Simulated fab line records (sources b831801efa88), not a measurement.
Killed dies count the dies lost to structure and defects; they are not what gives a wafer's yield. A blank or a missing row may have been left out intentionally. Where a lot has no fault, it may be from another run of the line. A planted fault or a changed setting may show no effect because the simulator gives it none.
Which tool is to blame? || flow sky130 || 12 lots, 36 wafers sampled, at 5 steps of a route of 708

== WHAT THE GAUGES SHOWED, per wafer ==
SKY_POLY_GATE_THK_MEAS_01.
{"lot": "L641", "measured": "day 14 01:50", "on": "film_metro-03", "POLY_GATE_CVD_00_THK (nm)": "182.5 180.6 180.2"}
{"lot": "L642", "measured": "day 14 01:49", "on": "film_metro-02", "POLY_GATE_CVD_00_THK (nm)": "181.4 180.8 180.9"}
{"lot": "L646", "measured": "day 15 22:54", "on": "film_metro-01", "POLY_GATE_CVD_00_THK (nm)": "179.7 179.5 178.9"}
{"lot": "L647", "measured": "day 15 22:56", "on": "film_metro-02", "POLY_GATE_CVD_00_THK (nm)": "179.7 179.7 179.5"}
{"lot": "L648", "measured": "day 16 18:17", "on": "film_metro-03", "POLY_GATE_CVD_00_THK (nm)": "175.4 177.3 176.6"}
{"lot": "L649", "measured": "day 17 09:07", "on": "film_metro-03", "POLY_GATE_CVD_00_THK (nm)": "179.9 178.0 179.9"}
{"lot": "L651", "measured": "day 17 16:22", "on": "film_metro-01", "POLY_GATE_CVD_00_THK (nm)": "182.1 182.7 182.6"}
{"lot": "L652", "measured": "day 18 09:10", "on": "film_metro-01", "POLY_GATE_CVD_00_THK (nm)": "181.0 181.2 180.1"}
{"lot": "L654", "measured": "day 18 16:22", "on": "film_metro-01", "POLY_GATE_CVD_00_THK (nm)": "127.1 128.2 128.9"}
{"lot": "L655", "measured": "day 19 02:17", "on": "film_metro-02", "POLY_GATE_CVD_00_THK (nm)": "125.2 126.1 125.7"}
{"lot": "L656", "measured": "day 19 18:46", "on": "film_metro-03", "POLY_GATE_CVD_00_THK (nm)": "128.0 128.8 127.4"}
{"lot": "L664", "measured": "day 22 05:53", "on": "film_metro-02", "POLY_GATE_CVD_00_THK (nm)": "182.3 181.1 183.4"}

SKY_CONTACT_THK_MEAS_26: measures by xrf.
{"lot": "L641", "measured": "day 31 15:32", "on": "film_metro-04", "CONTACT_W_THK (nm)": "354 336 334"}
{"lot": "L642", "measured": "day 31 19:04", "on": "film_metro-03", "CONTACT_W_THK (nm)": "343 339 339"}
{"lot": "L646", "measured": "day 33 10:55", "on": "film_metro-03", "CONTACT_W_THK (nm)": "331 355 336"}
{"lot": "L647", "measured": "day 33 09:33", "on": "film_metro-02", "CONTACT_W_THK (nm)": "348 352 349"}
{"lot": "L648", "measured": "day 34 10:37", "on": "film_metro-02", "CONTACT_W_THK (nm)": "359 344 339"}
{"lot": "L649", "measured": "day 34 23:04", "on": "film_metro-02", "CONTACT_W_THK (nm)": "346 350 351"}
{"lot": "L651", "measured": "day 35 07:47", "on": "film_metro-02", "CONTACT_W_THK (nm)": "346 364 364"}
{"lot": "L652", "measured": "day 35 15:34", "on": "film_metro-03", "CONTACT_W_THK (nm)": "356 338 342"}
{"lot": "L654", "measured": "day 35 22:18", "on": "film_metro-03", "CONTACT_W_THK (nm)": "345 364 346"}
{"lot": "L655", "measured": "day 36 11:03", "on": "film_metro-04", "CONTACT_W_THK (nm)": "332 351 333"}
{"lot": "L656", "measured": "day 37 00:45", "on": "film_metro-03", "CONTACT_W_THK (nm)": "359 339 337"}
{"lot": "L664", "measured": "day 38 23:10", "on": "film_metro-03", "CONTACT_W_THK (nm)": "358 337 336"}

== TOOL THAT RAN EACH LOT (tool first, then ch and the chambers of the sampled wafers, then the start) ==
{"lot": "L641", "SKY_POLY_GATE_CVD_00": "lpcvd-01 ch 0, day 14 00:37", "SKY_POLY_GATE_ETCH_17": "rie_si-02 ch 1,3, day 16 10:35", "SKY_CONTACT_ETCH_18": "rie_diel-04 ch 0,3, day 31 15:32 or earlier"}
{"lot": "L642", "SKY_POLY_GATE_CVD_00": "lpcvd-01 ch 0, day 14 00:37", "SKY_POLY_GATE_ETCH_17": "rie_si-01 ch 0,1, day 16 12:07", "SKY_CONTACT_ETCH_18": "rie_diel-02 ch 1,3, day 31 19:04 or earlier"}
{"lot": "L646", "SKY_POLY_GATE_CVD_00": "lpcvd-01 ch 0, day 15 21:42", "SKY_POLY_GATE_ETCH_17": "rie_si-01 ch 0,3, day 18 10:16", "SKY_CONTACT_ETCH_18": "rie_diel-02 ch 0,3, day 33 10:55 or earlier"}
{"lot": "L647", "SKY_POLY_GATE_CVD_00": "lpcvd-01 ch 1, day 15 21:42", "SKY_POLY_GATE_ETCH_17": "rie_si-02 ch 0,3, day 18 09:20", "SKY_CONTACT_ETCH_18": "rie_diel-02 ch 0,1,3, day 33 09:33 or earlier"}
{"lot": "L648", "SKY_POLY_GATE_CVD_00": "lpcvd-01 ch 0, day 16 17:05", "SKY_POLY_GATE_ETCH_17": "rie_si-01 ch 0,1,2, day 19 10:40", "SKY_CONTACT_ETCH_18": "rie_diel-01 ch 0,1,3, day 34 10:37 or earlier"}
{"lot": "L649", "SKY_POLY_GATE_CVD_00": "lpcvd-01 ch 0, day 17 07:53", "SKY_POLY_GATE_ETCH_17": "rie_si-02 ch 1,3, day 19 22:41", "SKY_CONTACT_ETCH_18": "rie_diel-01 ch 0,3, day 34 23:04 or earlier"}
{"lot": "L651", "SKY_POLY_GATE_CVD_00": "lpcvd-01 ch 0, day 17 15:10", "SKY_POLY_GATE_ETCH_17": "rie_si-02 ch 0,2,3, day 20 09:23", "SKY_CONTACT_ETCH_18": "rie_diel-02 ch 0,1,3, day 35 07:47 or earlier"}
{"lot": "L652", "SKY_POLY_GATE_CVD_00": "lpcvd-01 ch 0, day 18 07:58", "SKY_POLY_GATE_ETCH_17": "rie_si-01 ch 0,2, day 21 00:32", "SKY_CONTACT_ETCH_18": "rie_diel-02 ch 0,1,2, day 35 15:34 or earlier"}
{"lot": "L654", "SKY_POLY_GATE_CVD_00": "lpcvd-01 ch 1, day 18 15:09", "SKY_POLY_GATE_ETCH_17": "rie_si-01 ch 0,2, day 21 08:35", "SKY_CONTACT_ETCH_18": "rie_diel-04 ch 0,1,2, day 35 22:18 or earlier"}
{"lot": "L655", "SKY_POLY_GATE_CVD_00": "lpcvd-01 ch 0, day 19 01:04", "SKY_POLY_GATE_ETCH_17": "rie_si-02 ch 0,1, day 21 17:28", "SKY_CONTACT_ETCH_18": "rie_diel-02 ch 1,3, day 36 11:03 or earlier"}
{"lot": "L656", "SKY_POLY_GATE_CVD_00": "lpcvd-01 ch 0, day 19 17:34", "SKY_POLY_GATE_ETCH_17": "rie_si-01 ch 0,1,2, day 22 09:08", "SKY_CONTACT_ETCH_18": "rie_diel-01 ch 2,3, day 37 00:45 or earlier"}
{"lot": "L664", "SKY_POLY_GATE_CVD_00": "lpcvd-01 ch 1, day 22 04:41", "SKY_POLY_GATE_ETCH_17": "rie_si-02 ch 0,2,3, day 24 20:16", "SKY_CONTACT_ETCH_18": "rie_diel-01 ch 1,2,3, day 38 23:10 or earlier"}
- SKY_POLY_GATE_CVD_00: deposits poly-Si, target thk 180 nm, time 720 s.
- SKY_POLY_GATE_ETCH_17: etches poly-Si in HBr/Cl2, stops on SiO2, target depth 180 nm, time 70.5 s.
- SKY_CONTACT_ETCH_18: etches Si3N4 in CHF3/O2, stops on TiN, time 39 s, target depth 75 nm.

== WHAT THE TOOLS THEMSELVES READ (means of the sampled wafers that have a number; where no wafer has one, the mark that the record gives instead) ==
SKY_POLY_GATE_CVD_00.
{"lot": "L641", "tool": "lpcvd-01", "pressure_mtorr (mTorr)": 199.9}
{"lot": "L642", "tool": "lpcvd-01", "pressure_mtorr (mTorr)": 200.2}
{"lot": "L646", "tool": "lpcvd-01", "pressure_mtorr (mTorr)": 200.0}
{"lot": "L647", "tool": "lpcvd-01", "pressure_mtorr (mTorr)": 199.9}
{"lot": "L648", "tool": "lpcvd-01", "pressure_mtorr (mTorr)": 200.0}
{"lot": "L649", "tool": "lpcvd-01", "pressure_mtorr (mTorr)": 199.8}
{"lot": "L651", "tool": "lpcvd-01", "pressure_mtorr (mTorr)": 200.1}
{"lot": "L652", "tool": "lpcvd-01", "pressure_mtorr (mTorr)": 199.7}
{"lot": "L654", "tool": "lpcvd-01", "pressure_mtorr (mTorr)": 100.1}
{"lot": "L655", "tool": "lpcvd-01", "pressure_mtorr (mTorr)": 99.8}
{"lot": "L656", "tool": "lpcvd-01", "pressure_mtorr (mTorr)": 100.1}
{"lot": "L664", "tool": "lpcvd-01", "pressure_mtorr (mTorr)": 199.7}

SKY_POLY_GATE_ETCH_17.
{"lot": "L641", "tool": "rie_si-02", "drypump_motor_current_A (A)": 5.7, "oes_product_au (a.u.)": 0.970, "throttle_valve_pct (%)": 33.678}
{"lot": "L642", "tool": "rie_si-01", "drypump_motor_current_A (A)": 6.1, "oes_product_au (a.u.)": 0.994, "throttle_valve_pct (%)": 33.680}
{"lot": "L646", "tool": "rie_si-01", "drypump_motor_current_A (A)": 5.9, "oes_product_au (a.u.)": 0.991, "throttle_valve_pct (%)": 33.680}
{"lot": "L647", "tool": "rie_si-02", "drypump_motor_current_A (A)": 5.9, "oes_product_au (a.u.)": 0.980, "throttle_valve_pct (%)": 33.677}
{"lot": "L648", "tool": "rie_si-01", "drypump_motor_current_A (A)": 5.9, "oes_product_au (a.u.)": 0.980, "throttle_valve_pct (%)": 33.689}
{"lot": "L649", "tool": "rie_si-02", "drypump_motor_current_A (A)": 5.6, "oes_product_au (a.u.)": 0.980, "throttle_valve_pct (%)": 33.690}
{"lot": "L651", "tool": "rie_si-02", "drypump_motor_current_A (A)": 5.7, "oes_product_au (a.u.)": 0.993, "throttle_valve_pct (%)": 33.686}
{"lot": "L652", "tool": "rie_si-01", "drypump_motor_current_A (A)": 6.0, "oes_product_au (a.u.)": 0.993, "throttle_valve_pct (%)": 33.683}
{"lot": "L654", "tool": "rie_si-01", "drypump_motor_current_A (A)": 6.0, "oes_product_au (a.u.)": 0.786, "throttle_valve_pct (%)": 33.675}
{"lot": "L655", "tool": "rie_si-02", "drypump_motor_current_A (A)": 6.1, "oes_product_au (a.u.)": 0.776, "throttle_valve_pct (%)": 33.688}
{"lot": "L656", "tool": "rie_si-01", "drypump_motor_current_A (A)": 6.0, "oes_product_au (a.u.)": 0.789, "throttle_valve_pct (%)": 33.679}
{"lot": "L664", "tool": "rie_si-02", "drypump_motor_current_A (A)": 5.7, "oes_product_au (a.u.)": 0.984, "throttle_valve_pct (%)": 33.684}

SKY_CONTACT_ETCH_18.
{"lot": "L641", "tool": "rie_diel-04", "drypump_motor_current_A (A)": 5.7, "oes_product_au (a.u.)": 0.845, "throttle_valve_pct (%)": 8.792}
{"lot": "L642", "tool": "rie_diel-02", "drypump_motor_current_A (A)": 6.0, "oes_product_au (a.u.)": 0.854, "throttle_valve_pct (%)": 8.796}
{"lot": "L646", "tool": "rie_diel-02", "drypump_motor_current_A (A)": 5.7, "oes_product_au (a.u.)": 0.852, "throttle_valve_pct (%)": 8.785}
{"lot": "L647", "tool": "rie_diel-02", "drypump_motor_current_A (A)": 5.7, "oes_product_au (a.u.)": 0.851, "throttle_valve_pct (%)": 8.793}
{"lot": "L648", "tool": "rie_diel-01", "drypump_motor_current_A (A)": 5.3, "oes_product_au (a.u.)": 0.855, "throttle_valve_pct (%)": 8.792}
{"lot": "L649", "tool": "rie_diel-01", "drypump_motor_current_A (A)": 5.3, "oes_product_au (a.u.)": 0.863, "throttle_valve_pct (%)": 8.790}
{"lot": "L651", "tool": "rie_diel-02", "drypump_motor_current_A (A)": 5.7, "oes_product_au (a.u.)": 0.857, "throttle_valve_pct (%)": 8.786}
{"lot": "L652", "tool": "rie_diel-02", "drypump_motor_current_A (A)": 5.4, "oes_product_au (a.u.)": 0.855, "throttle_valve_pct (%)": 8.799}
{"lot": "L654", "tool": "rie_diel-04", "drypump_motor_current_A (A)": 5.9, "oes_product_au (a.u.)": 0.857, "throttle_valve_pct (%)": 8.802}
{"lot": "L655", "tool": "rie_diel-02", "drypump_motor_current_A (A)": 6.0, "oes_product_au (a.u.)": 0.853, "throttle_valve_pct (%)": 8.792}
{"lot": "L656", "tool": "rie_diel-01", "drypump_motor_current_A (A)": 5.6, "oes_product_au (a.u.)": 0.849, "throttle_valve_pct (%)": 8.792}
{"lot": "L664", "tool": "rie_diel-01", "drypump_motor_current_A (A)": 5.3, "oes_product_au (a.u.)": 0.850, "throttle_valve_pct (%)": 8.794}

== THE ANSWER, worked out from the rows above alone ==
Rule: usual is defined by the lots themselves. The widest of any qualifying gaps counts: lots, ordered by their means at a reading, are off when they make up no more than a third of the lots, leave a main group of 4 or more, and stand apart from it by 3 or more times the standard deviation of that group's means. The tables above print the reading to a certain number of digits; a main group whose means all agree to those digits is not used. Also off: a lot with no number at a reading for which 4 or more lots have one. Any other lot the step has rows for is counted as sound. The gauges are gone through in route order, then the tools' own readings, and for those a lot's mean is taken as printed above. The first step at which some lot is off is used, and at that step the reading that is off furthest; a lot without a number counts as furthest.
Off: L654, L655, L656, at SKY_POLY_GATE_THK_MEAS_01 (POLY_GATE_CVD_00_THK). Main group: mean 180.3 nm, sd 1.7.
A tool fits if, at a process step before that reading, it ran every lot that is off, and no sound lot after the first of them. The gauges at SKY_POLY_GATE_THK_MEAS_01 aren't tried: what is off there is off at SKY_POLY_GATE_CVD_00 too, on other tools, and a gauge's error can't cause that. Of those tried, none fits.

== WHAT THE SIMULATOR HAD PUT IN ==
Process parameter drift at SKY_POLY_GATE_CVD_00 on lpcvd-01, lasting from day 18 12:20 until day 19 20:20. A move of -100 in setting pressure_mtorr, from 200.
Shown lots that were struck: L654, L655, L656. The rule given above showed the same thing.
